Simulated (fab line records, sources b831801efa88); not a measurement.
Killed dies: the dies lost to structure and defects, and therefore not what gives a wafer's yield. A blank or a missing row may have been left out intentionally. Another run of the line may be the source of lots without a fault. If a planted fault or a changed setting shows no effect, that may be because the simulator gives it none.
Which of the tools did it? -- flow gf180mcu -- 14 lots with 42 wafers sampled at 4 steps, on a route of 602 steps

## WHAT EACH GAUGE READ, for each wafer
GF_POLY_GATE_CD_MEAS_18.
lot,measured,on,cd nm (nm)
L272,day 9 09:05,cd sem-01,284.1 282.2 282.0
L271,day 9 10:41,cd sem-01,278.0 281.0 280.5
L273,day 9 17:14,cd sem-01,280.4 282.0 278.4
L274,day 9 22:55,cd sem-01,280.9 283.6 282.6
L276,day 10 11:11,cd sem-01,279.3 278.6 280.4
L281,day 12 19:17,cd sem-02,281.7 280.8 280.3
L283,day 12 22:29,cd sem-01,280.8 280.0 279.6
L285,day 13 14:51,cd sem-01,281.8 281.5 280.3
L286,day 13 14:51,cd sem-02,283.8 281.4 278.3
L287,day 13 19:31,cd sem-01,281.3 280.2 277.0
L288,day 14 02:32,cd sem-01,284.1 282.9 283.0
L292,day 15 22:25,cd sem-01,281.7 279.4 278.6
L293,day 15 22:27,cd sem-02,279.7 281.4 278.6
L294,day 16 19:27,cd sem-01,278.9 277.7 277.0

GF_V2_OVL_MEAS_15.
lot,measured,on,V2_OVL (nm)
L272,day 20 06:54,overlay-02,-4 -7 0
L271,day 20 08:13,overlay-02,5 12 0
L273,day 20 20:04,overlay-01,-3 9 10
L274,day 21 02:54,overlay-02,10 1 0
L276,day 21 16:46,overlay-02,6 7 -5
L281,day 24 14:31,overlay-01,-5 -2 1
L283,day 24 17:52,overlay-02,-1 -7 -9
L285,day 25 10:15,overlay-01,5 -6 5
L286,day 25 10:19,overlay-02,5 1 -2
L287,day 25 14:06,overlay-01,-3 0 3
L288,day 26 00:38,overlay-01,-3 -10 -1
L292,day 27 18:27,overlay-02,-8 1 1
L293,day 27 17:10,overlay-01,9 5 7
L294,day 28 14:14,overlay-02,-6 6 -7

GF_V3_OVL_MEAS_15.
lot,measured,on,V3_OVL (nm)
L272,day 22 08:53,overlay-01,-5 9 1
L271,day 22 10:13,overlay-01,-4 -7 0
L273,day 22 22:13,overlay-02,-3 -7 -9
L274,day 23 04:22,overlay-01,-2 -2 -8
L276,day 23 16:31,overlay-01,-11 -10 -5
L281,day 26 12:28,overlay-02,-1 4 1
L283,day 26 14:32,overlay-02,1 2 2
L285,day 27 07:05,overlay-01,-2 -7 -7
L286,day 27 07:12,overlay-02,9 -1 5
L287,day 27 10:34,overlay-02,-2 -5 -6
L288,day 27 20:32,overlay-02,-7 5 0
L292,day 29 11:32,overlay-02,-8 -9 -7
L293,day 29 11:01,overlay-02,-2 -1 -1
L294,day 30 06:53,overlay-02,0 4 3

## WHICH TOOL RAN EACH LOT (tool, then ch and the chambers of the sampled wafers, then the start)
lot,GF_HV_LDD_ETCHBACK_58
L272,"rie diel-03 ch 0,1,2, day 12 14:01"
L271,"rie diel-01 ch 0,1,3, day 12 14:59"
L273,"rie diel-03 ch 1,2,3, day 12 23:19"
L274,"rie diel-02 ch 1,2, day 13 06:10"
L276,"rie diel-03 ch 1,2,3, day 13 18:42"
L281,"rie diel-02 ch 0,2,3, day 16 11:32"
L283,"rie diel-03 ch 0,2,3, day 16 14:22"
L285,"rie diel-02 ch 0,1,3, day 17 08:18"
L286,"rie diel-02 ch 0,1, day 17 09:44"
L287,"rie diel-03 ch 0,1,2, day 17 13:21"
L288,"rie diel-01 ch 0,2,3, day 17 22:15"
L292,"rie diel-01 ch 2,3, day 20 01:02"
L293,"rie diel-02 ch 1,3, day 20 00:43"
L294,"rie diel-03 ch 1,2,3, day 20 23:48"
- GF_HV_LDD_ETCHBACK_58: etches Si3N4 in CH3F/O2, stops on SiO2, time 100 s, target depth 90 nm.

## AS READ BY THE TOOLS THEMSELVES (means over the sampled wafers that have a number; for cases with no such wafer, the mark the record gives instead)
GF_HV_LDD_ETCHBACK_58.
lot,tool,O2_flow_sccm (sccm),bias w (W),drypump motor current A (A),oes product au (a.u.),throttle valve pct (%)
L272,rie diel-03,29.95,79.94,5.5,0.836,10.562
L271,rie diel-01,30.00,80.03,6.2,0.847,10.571
L273,rie diel-03,29.96,80.14,5.5,0.843,10.560
L274,rie diel-02,30.04,79.90,5.7,0.843,10.560
L276,rie diel-03,29.98,80.28,5.5,0.840,10.552
L281,rie diel-02,30.04,79.99,6.2,0.841,10.557
L283,rie diel-03,29.98,71.14,5.6,0.838,10.554
L285,rie diel-02,30.04,80.05,5.9,0.850,10.557
L286,rie diel-02,30.06,79.94,5.6,0.842,10.556
L287,rie diel-03,29.99,71.15,5.5,0.847,10.564
L288,rie diel-01,29.98,79.95,6.2,0.840,10.555
L292,rie diel-01,30.01,79.92,6.0,0.844,10.558
L293,rie diel-02,30.05,79.93,6.1,0.837,10.550
L294,rie diel-03,30.09,80.15,5.5,0.844,10.566

## THE ANSWER, worked out from the rows above alone
Rule: the usual values come from the lots themselves. The widest of any qualifying gaps counts: lots, ordered by their means at a reading, are off when they make up no more than a third of the lots, leave a main group of 4 or more, and stand apart from it by 3 or more times the standard deviation of that group's means. A main group is skipped when, at the precision printed for the reading in the tables above, its means are all equal. A lot without any number at a reading at which 4 lots or more have one is off too. Any other lot the step has rows for is counted as sound. Order of review: gauges by route order, followed by the tools' own readings, for which a lot's mean as printed above is used. The first step at which some lot is off is used, and at that step the reading that is off furthest; a lot without a number counts as furthest.
Off, at GF_HV_LDD_ETCHBACK_58 on bias w: L283, L287. For the main group the mean is 80.02 W and the standard deviation 0.11.
A tool fits if, at that step or a process step before it, it ran every lot that is off, and no sound lot after the first of them. Of those tried, none fits.

## WHAT WAS PUT IN BY THE SIMULATOR
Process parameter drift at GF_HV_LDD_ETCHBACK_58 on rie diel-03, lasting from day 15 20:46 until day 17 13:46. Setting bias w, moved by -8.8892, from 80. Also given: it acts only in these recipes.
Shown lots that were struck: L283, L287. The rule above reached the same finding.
